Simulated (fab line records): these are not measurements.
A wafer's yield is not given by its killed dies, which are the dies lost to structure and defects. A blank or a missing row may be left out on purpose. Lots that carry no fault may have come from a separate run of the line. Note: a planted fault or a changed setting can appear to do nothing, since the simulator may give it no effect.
A lot that was struck, set against a sound lot    flow sky130    15 steps out of a route of 708
Sound: wafers L381.1, L381.4, L381.5. Wafers L386.1, L386.2, L386.4 were the ones struck. At the end, the cause is stated.
Order at every step that has rows: each side's tool, ch and its chambers, its first start. Under that, the readings that differ: sound wafers    struck wafers    difference of the means    sigmas: that difference in standard deviations of wafers without a fault.
alike: words and numbers the same on both sides, and readings whose means are apart by under 2 such deviations; not compared: readings that were withheld, readings missing a value for some wafer, numbers with overlapping values and no deviation given by the record, and bounds like >300 which may hide the same value.
A row with sigmas, a row that says differs or no value, or rows on one side alone: a step with any of these is where the two part. Numbers that don't overlap but have no deviation are shown without sigmas and don't part them. Lack of a reading on every wafer of one side parts them only where that side has two or more wafers.

first, 8 steps without rows for these wafers: SKY_LOCAL_INTERCONNECT_DEHYDRATE_03 (time 60 s); SKY_LOCAL_INTERCONNECT_HMDS_04 (prime time 60 s); SKY_LOCAL_INTERCONNECT_COAT_05 (resist thk 60 nm); SKY_LOCAL_INTERCONNECT_COAT_06 (resist thk 450 nm); SKY_LOCAL_INTERCONNECT_SOFTBAKE_07 (time 90 s); SKY_LOCAL_INTERCONNECT_EXPOSE_08 (exposes mask LI1M, target cd 170 nm); SKY_LOCAL_INTERCONNECT_PEB_09; SKY_LOCAL_INTERCONNECT_DEVELOP_10 (develop time 60 s).
SKY_LOCAL_INTERCONNECT_CD_MEAS_11: target cd 170 nm.
  sound on cd-sem-01, day 32 21:04; struck on cd-sem-01, day 33 18:16
reading     sound              struck             difference  sigmas
cd-nm (nm)  171.8 172.1 173.5  168.5 169.9 169.7  -3.1        -2
SKY_LOCAL_INTERCONNECT_OVL_MEAS_12:
  sound on overlay-01, day 32 21:11; struck on overlay-01, day 33 18:23
  alike: LOCAL_INTERCONNECT_OVL
SKY_LOCAL_INTERCONNECT_ETCH_13: etches BARC in N2/H2, stops on SiO2, time 45.9 s, target depth 60 nm.
  sound on rie-metal-02 ch 0,1, day 32 21:13; struck on rie-metal-01 ch 0,1, day 33 18:26
  alike: drypump-motor-current-A, oes-product-au, throttle-valve-pct
  not compared: rf-hours-counter-h
SKY_LOCAL_INTERCONNECT_METAL_ETCH_14: etches TiN in Cl2/BCl3, stops on PSG, target depth 110 nm, time 31.4 s.
  sound on rie-metal-02 ch 0,1, day 32 21:17; struck on rie-metal-01 ch 0,1, day 33 18:29
  alike: drypump-motor-current-A, oes-product-au, throttle-valve-pct
  not compared: rf-hours-counter-h
SKY_LOCAL_INTERCONNECT_STRIP_15: strips in O2/N2.
  sound on plasma-asher-03 ch 0,1, day 32 21:20; struck on plasma-asher-02 ch 0,1, day 33 18:32
  no value came back on the struck wafers for chamber-pressure-mTorr (mTorr), drypump-motor-current-A (A), oes-product-au (a.u.), strip-time-to-endpoint-s (s); on the sound wafers chamber-pressure-mTorr (mTorr) reads 1499.9 1500.6 1498.9
reading                                                    sound  struck             difference  sigmas
model.KrF-thick_of_LOCAL_INTERCONNECT_COAT_06.thk-nm (nm)  0 0 0  349.1 348.9 348.3  +348.8      
  not compared: rf-hours-counter-h
then, 1 step without rows for these wafers: SKY_LOCAL_INTERCONNECT_STRIP_16 (strips in post etch residue remover, time 1200 s).
-- the record jumps here: 14 days lie between the struck wafers' starts before and after (it left off in module LOCAL_INTERCONNECT and takes up again in module PAD_OPEN, whose first step shown is number 708 of the route) --
SKY_PAD_OPEN_PROBE_99:
  only the struck wafers here have rows in the record (prober-02, day 48 06:13); the sound ones have none

WHERE THEY PART
Earliest at SKY_LOCAL_INTERCONNECT_CD_MEAS_11; latest, in this record, at SKY_PAD_OPEN_PROBE_99.

WHY: whatever the simulator had introduced
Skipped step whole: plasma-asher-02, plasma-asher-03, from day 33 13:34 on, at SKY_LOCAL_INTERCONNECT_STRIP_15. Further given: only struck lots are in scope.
